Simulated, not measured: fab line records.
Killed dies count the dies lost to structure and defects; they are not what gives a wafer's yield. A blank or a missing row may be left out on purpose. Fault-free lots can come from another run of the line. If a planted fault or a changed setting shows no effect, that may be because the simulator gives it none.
Which tool is to blame? :: flow sky130 :: 33 wafers from 11 lots sampled at 2 of the route's 708 steps

== WHAT THE GAUGES READ, wafer by wafer ==
SKY_METAL1_CD_MEAS_15: the cd target is 140 nm.
lot: L438
measured: day 32 18:53
on: cd sem-01
cd nm (nm): 139.9 139.4 140.0

lot: L439
measured: day 32 21:22
on: cd sem-01
cd nm (nm): 142.9 143.0 142.5

lot: L441
measured: day 33 19:07
on: cd sem-02
cd nm (nm): 138.3 136.9 138.5

lot: L442
measured: day 34 05:06
on: cd sem-02
cd nm (nm): 138.6 138.6 137.3

lot: L443
measured: day 34 16:35
on: cd sem-02
cd nm (nm): 137.8 139.4 138.5

lot: L453
measured: day 38 08:23
on: cd sem-02
cd nm (nm): 140.6 142.2 141.2

lot: L449
measured: day 38 10:06
on: cd sem-02
cd nm (nm): 137.4 137.3 137.9

lot: L455
measured: day 39 01:59
on: cd sem-02
cd nm (nm): 143.4 142.9 144.2

lot: L456
measured: day 39 03:29
on: cd sem-02
cd nm (nm): 141.2 140.2 140.5

lot: L457
measured: day 39 08:40
on: cd sem-02
cd nm (nm): 137.2 138.3 137.0

lot: L459
measured: day 39 20:20
on: cd sem-02
cd nm (nm): 138.3 139.7 139.8

== WHAT TOOL EACH LOT RAN ON (gives the tool, then ch and the chambers of the sampled wafers, and finally the start) ==
lot: L438
SKY_LOCAL_INTERCONNECT_METAL_ETCH_14: rie metal-03 ch 0,1, day 30 08:22

lot: L439
SKY_LOCAL_INTERCONNECT_METAL_ETCH_14: rie metal-02 ch 0,1, day 30 11:01

lot: L441
SKY_LOCAL_INTERCONNECT_METAL_ETCH_14: rie metal-02 ch 0,1, day 31 10:20

lot: L442
SKY_LOCAL_INTERCONNECT_METAL_ETCH_14: rie metal-04 ch 0, day 31 19:15

lot: L443
SKY_LOCAL_INTERCONNECT_METAL_ETCH_14: rie metal-03 ch 0,1, day 32 07:04

lot: L453
SKY_LOCAL_INTERCONNECT_METAL_ETCH_14: rie metal-04 ch 0,1, day 36 01:37

lot: L449
SKY_LOCAL_INTERCONNECT_METAL_ETCH_14: rie metal-02 ch 0,1, day 36 03:22

lot: L455
SKY_LOCAL_INTERCONNECT_METAL_ETCH_14: rie metal-02 ch 0,1, day 36 18:32

lot: L456
SKY_LOCAL_INTERCONNECT_METAL_ETCH_14: rie metal-03 ch 0,1, day 36 20:19

lot: L457
SKY_LOCAL_INTERCONNECT_METAL_ETCH_14: rie metal-03 ch 0,1, day 37 02:28

lot: L459
SKY_LOCAL_INTERCONNECT_METAL_ETCH_14: rie metal-04 ch 0,1, day 37 13:31
- SKY_LOCAL_INTERCONNECT_METAL_ETCH_14: etches TiN in Cl2/BCl3, stops on PSG, target depth 110 nm, time 31.4 s.

== AS READ BY THE TOOLS THEMSELVES (means over the sampled wafers that have a number; for cases with no such wafer, the mark the record gives instead) ==
SKY_LOCAL_INTERCONNECT_METAL_ETCH_14.
lot: L438
tool: rie metal-03
bcl3 flow sccm (sccm): 29.99
drypump motor current A (A): 6.03
oes product au (a.u.): 0.935
throttle valve pct (%): 21.893

lot: L439
tool: rie metal-02
bcl3 flow sccm (sccm): 30.04
drypump motor current A (A): 5.67
oes product au (a.u.): 0.938
throttle valve pct (%): 21.901

lot: L441
tool: rie metal-02
bcl3 flow sccm (sccm): 29.96
drypump motor current A (A): 5.66
oes product au (a.u.): 0.930
throttle valve pct (%): 21.904

lot: L442
tool: rie metal-04
bcl3 flow sccm (sccm): 30.12
drypump motor current A (A): 6.07
oes product au (a.u.): 0.934
throttle valve pct (%): 21.902

lot: L443
tool: rie metal-03
bcl3 flow sccm (sccm): 30.04
drypump motor current A (A): 5.88
oes product au (a.u.): 0.937
throttle valve pct (%): 21.904

lot: L453
tool: rie metal-04
bcl3 flow sccm (sccm): 30.12
drypump motor current A (A): 6.16
oes product au (a.u.): 0.954
throttle valve pct (%): 21.897

lot: L449
tool: rie metal-02
bcl3 flow sccm (sccm): 30.00
drypump motor current A (A): 5.67
oes product au (a.u.): 0.946
throttle valve pct (%): 21.889

lot: L455
tool: rie metal-02
bcl3 flow sccm (sccm): 29.98
drypump motor current A (A): 5.80
oes product au (a.u.): 0.940
throttle valve pct (%): 21.909

lot: L456
tool: rie metal-03
bcl3 flow sccm (sccm): 29.93
drypump motor current A (A): 5.89
oes product au (a.u.): 0.937
throttle valve pct (%): 21.907

lot: L457
tool: rie metal-03
bcl3 flow sccm (sccm): 29.96
drypump motor current A (A): 6.03
oes product au (a.u.): 0.937
throttle valve pct (%): 21.910

lot: L459
tool: rie metal-04
bcl3 flow sccm (sccm): 29.97
drypump motor current A (A): 6.25
oes product au (a.u.): 0.941
throttle valve pct (%): 21.899

== THE ANSWER, worked out from the rows above alone ==
Rule: the usual values come from the lots themselves. Put in order of their means at a reading, lots are off if they are a third of the lots or fewer, leave a main group of 4 or more, and stand apart from it by a gap of 3 or more times the standard deviation of the main group's means; of several such gaps the widest counts. The tables above print the reading to a certain number of digits; a main group whose means all agree to those digits is not used. Also off: a lot with no number at a reading for which 4 or more lots have one. The other lots that the step has rows for count as sound. After the gauges, taken in route order, come the tools' own readings; for these a lot's mean is taken, as printed above. The first step at which some lot is off is used, and at that step the reading that is off furthest; a lot without a number counts as furthest.
No lot is off on any of the readings shown, so nothing can be concluded from this.

== WHAT HAD BEEN PUT IN BY THE SIMULATOR ==
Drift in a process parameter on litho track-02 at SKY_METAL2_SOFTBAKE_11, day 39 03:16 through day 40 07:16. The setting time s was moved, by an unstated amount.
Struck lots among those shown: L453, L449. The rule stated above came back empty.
